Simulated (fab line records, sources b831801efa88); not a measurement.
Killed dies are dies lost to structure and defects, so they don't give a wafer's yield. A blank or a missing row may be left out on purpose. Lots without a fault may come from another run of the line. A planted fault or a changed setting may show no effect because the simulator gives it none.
Problem report in the 8D (eight disciplines) form, filled by code | flow gf180mcu | the parts of the form that need people (team, actions taken, sign-off) are left out

1. THE PROBLEM
MIM_ALCU_RS at GF_MIM_RS_MEAS_10 reads a mean of 0.1225 ohm/sq on 2 wafers of 2 lots; wafers without a fault read 0.1605 ohm/sq with a standard deviation of 0.002. That is -19 standard deviations from the usual mean.
The step: measures by four-point-probe.
First seen on wafer L441.2, day 28 22:34, on film_metro-02. The record holds 30 wafers of 10 lots with a number at this step. Rule for "out", or "out of limits": more than 4 standard deviations from the usual mean. The other wafers with a number count as sound.

2. WHAT IT IS AND WHAT IT IS NOT
question                    | is                           | is not
which readings at this step | MIM_ALCU_RS                  | -
which lots                  | L441, L443                   | L428, L430, L432, L439, L440, L442, L445, L450
which wafers of those lots  | L441.2, L443.1               | L441.4, L441.6, L443.2, L443.5
read on which gauges        | film_metro-02, film_metro-04 | film_metro-03
when                        | from day 28 22:34            | up to then (17 sound wafers); but 11 sound wafers of L442, L443, L445, L450 came after

3. SUSPECTS, AND WHAT RULES EACH OUT
Counting: a tool at a process step up to the reading stays a suspect if it ran every lot that is out. Sound lots after the first of them don't rule it out here, since some wafers of a struck lot are sound.
- the gauge at GF_MIM_RS_MEAS_10: ruled out. The wafers that are out were read on 2 gauges (film_metro-02, film_metro-04).
- cmp-01 at GF_V4_CMP_26 (polishes, stops on SiO2, t overpolish 15 s, target thk 0 nm): kept. It ran every lot that is out, first L441 (day 28 21:46); its last sound lot up to then is L440 (day 28 05:25).
- pvd_sputter-02 at GF_MIM_SPUTTER_08 (material AlCu, target thk 200 nm, time 10.6 s): kept. It ran every lot that is out, first L441 (day 28 22:29); its last sound lot up to then is L439 (day 28 00:52). Its own readings are out on those wafers: cathode_dc_power_W.
Left after counting: cmp-01 at GF_V4_CMP_26, pvd_sputter-02 at GF_MIM_SPUTTER_08.

4. THE CAUSE (what the simulator had put in)
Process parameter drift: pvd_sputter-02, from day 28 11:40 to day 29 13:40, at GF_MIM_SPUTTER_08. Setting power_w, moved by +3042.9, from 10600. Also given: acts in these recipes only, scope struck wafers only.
Counting left 2 suspects, and this tool is among them.

5. THE CHAIN OF EFFECTS, in route order
Each row: a reading whose mean over the struck wafers that have a number lies more than 3 standard deviations from the usual. Only readings for which the record gives a usual standard deviation are gone through. hours: the time from each lot's start at the first step in this table that gives one to its start at this step, as a median over the lots. sigmas: the change in usual standard deviations.
hours | step                    | reading              | usual         | on struck wafers | change  | sigmas
0     | GF_MIM_SPUTTER_08       | cathode_dc_power_W   | 10600 W       | 13644            | +3044   | +99 or more
0     | GF_MIM_RS_MEAS_10       | MIM_ALCU_RS          | 0.1605 ohm/sq | 0.1225           | -0.0380 | -19
3     | GF_MIM_THK_MEAS_11      | MIM_ALCU_THK         | 198.1 nm      | 257.2            | +59.2   | +23
19    | GF_MIM_METAL_ETCH_19    | oes_product_au       | 0.940 a.u.    | 1.000            | +0.060  | +11
19    | GF_MIM_METAL_ETCH_19    | throttle_valve_pct   | 28.286 %      | 28.226           | -0.061  | -6.1
95    | GF_PASSIVATION_PROBE_99 | defect_limited_yield | 90.2 %        | 0.0              | -90.2   | -64
95    | GF_PASSIVATION_PROBE_99 | killed_at_other      | 0.1           | 444.0            | +443.9  | +99 or more
95    | GF_PASSIVATION_PROBE_99 | killed_dies          | 48            | 492              | +444    | +65
95    | GF_PASSIVATION_PROBE_99 | killed_on_rim        | 9.2           | 96.0             | +86.8   | +29
95    | GF_PASSIVATION_PROBE_99 | sort_bin_3_pad_short | 0.5 %         | 90.6             | +90.1   | +99 or more
95    | GF_PASSIVATION_PROBE_99 | sort_n_pass          | 444           | 0                | -444    | -65
95    | GF_PASSIVATION_PROBE_99 | sort_yield_pct       | 90.2 %        | 0.0              | -90.2   | -64
The process steps in it:
- GF_MIM_SPUTTER_08: material AlCu, target thk 200 nm, time 10.6 s.
- GF_MIM_METAL_ETCH_19: etches the open film in Cl2/BCl3, stops on Si3N4, target depth 324.5 nm, time 54.1 s.
- GF_PASSIVATION_PROBE_99

6. WHAT WOULD HAVE CAUGHT IT SOONER
In this record the first reading out of limits at a measuring or inspecting step was taken at day 28 22:34, 11 hours after the fault began at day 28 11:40.
The tool's own readings at GF_MIM_SPUTTER_08 were out on every struck wafer that the step has a row for (cathode_dc_power_W): an alarm limit on them would have fired on the first of those.
Of the lots that are out (2), L443 began GF_MIM_SPUTTER_08 on pvd_sputter-02 after day 28 22:34. A hold on the tool at that time would have spared it.
